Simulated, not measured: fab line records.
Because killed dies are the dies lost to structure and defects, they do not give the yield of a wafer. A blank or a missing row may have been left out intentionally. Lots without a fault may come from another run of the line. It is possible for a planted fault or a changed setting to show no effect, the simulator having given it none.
Which tool was responsible? / flow gf180mcu / 6 lots with 17 wafers sampled at 4 steps, on a route of 602 steps

## WHAT THE GAUGES READ, wafer by wafer
GF_MIM_RS_MEAS_10: uses a four-point probe to measure.
lot=L635; measured=day 25 10:14; on=film_metro-04; MIM_ALCU_RS (ohm/sq)=0.1626 0.1609
lot=L640; measured=day 26 23:18; on=film_metro-02; MIM_ALCU_RS (ohm/sq)=0.1611 0.1608 0.1611
lot=L646; measured=day 28 15:19; on=film_metro-01; MIM_ALCU_RS (ohm/sq)=0.1587 0.1567 0.1568
lot=L649; measured=day 29 14:13; on=film_metro-04; MIM_ALCU_RS (ohm/sq)=0.1593 0.1588 0.1594
lot=L652; measured=day 30 07:31; on=film_metro-01; MIM_ALCU_RS (ohm/sq)=0.1594 0.1574 0.1581
lot=L656; measured=day 31 12:20; on=film_metro-04; MIM_ALCU_RS (ohm/sq)=0.1634 0.1628 0.1620

## EACH LOT AND THE TOOL THAT RAN IT (in order: tool; ch and the chambers of the sampled wafers; start)
lot=L635; GF_MIM_SPUTTER_00=pvd_sputter-03, day 25 09:49; GF_MIM_SPUTTER_08=pvd_sputter-01, day 25 10:10; GF_MIM_SPUTTER_09=pvd_sputter-01, day 25 10:11
lot=L640; GF_MIM_SPUTTER_00=pvd_sputter-02, day 26 22:51; GF_MIM_SPUTTER_08=pvd_sputter-01, day 26 23:12; GF_MIM_SPUTTER_09=pvd_sputter-01, day 26 23:14
lot=L646; GF_MIM_SPUTTER_00=pvd_sputter-03, day 28 14:55; GF_MIM_SPUTTER_08=pvd_sputter-02, day 28 15:16; GF_MIM_SPUTTER_09=pvd_sputter-02, day 28 15:17
lot=L649; GF_MIM_SPUTTER_00=pvd_sputter-02, day 29 13:46; GF_MIM_SPUTTER_08=pvd_sputter-01, day 29 14:09; GF_MIM_SPUTTER_09=pvd_sputter-01, day 29 14:10
lot=L652; GF_MIM_SPUTTER_00=pvd_sputter-03, day 30 07:04; GF_MIM_SPUTTER_08=pvd_sputter-02, day 30 07:25; GF_MIM_SPUTTER_09=pvd_sputter-02, day 30 07:26
lot=L656; GF_MIM_SPUTTER_00=pvd_sputter-02, day 31 11:53; GF_MIM_SPUTTER_08=pvd_sputter-03, day 31 12:15; GF_MIM_SPUTTER_09=pvd_sputter-03, day 31 12:16
- GF_MIM_SPUTTER_00: material Ti, target thk 37.5 nm, time 150 s.
- GF_MIM_SPUTTER_08: material AlCu, target thk 200 nm, time 10.6 s.
- GF_MIM_SPUTTER_09: material TiN, target thk 35 nm, time 29.2 s.

## THE ANSWER, worked out from the rows above alone
Rule: the lots themselves supply what counts as usual. The widest of any qualifying gaps counts: lots, ordered by their means at a reading, are off when they make up no more than a third of the lots, leave a main group of 4 or more, and stand apart from it by 3 or more times the standard deviation of that group's means. If all means in a main group match to the digits the tables above print for the reading, that group is not used. Also off: a lot with no number at a reading for which 4 or more lots have one. Any other lot the step has rows for is counted as sound.
None of the lots is off at any reading shown; this tells nothing.

## WHAT HAD BEEN PUT IN BY THE SIMULATOR
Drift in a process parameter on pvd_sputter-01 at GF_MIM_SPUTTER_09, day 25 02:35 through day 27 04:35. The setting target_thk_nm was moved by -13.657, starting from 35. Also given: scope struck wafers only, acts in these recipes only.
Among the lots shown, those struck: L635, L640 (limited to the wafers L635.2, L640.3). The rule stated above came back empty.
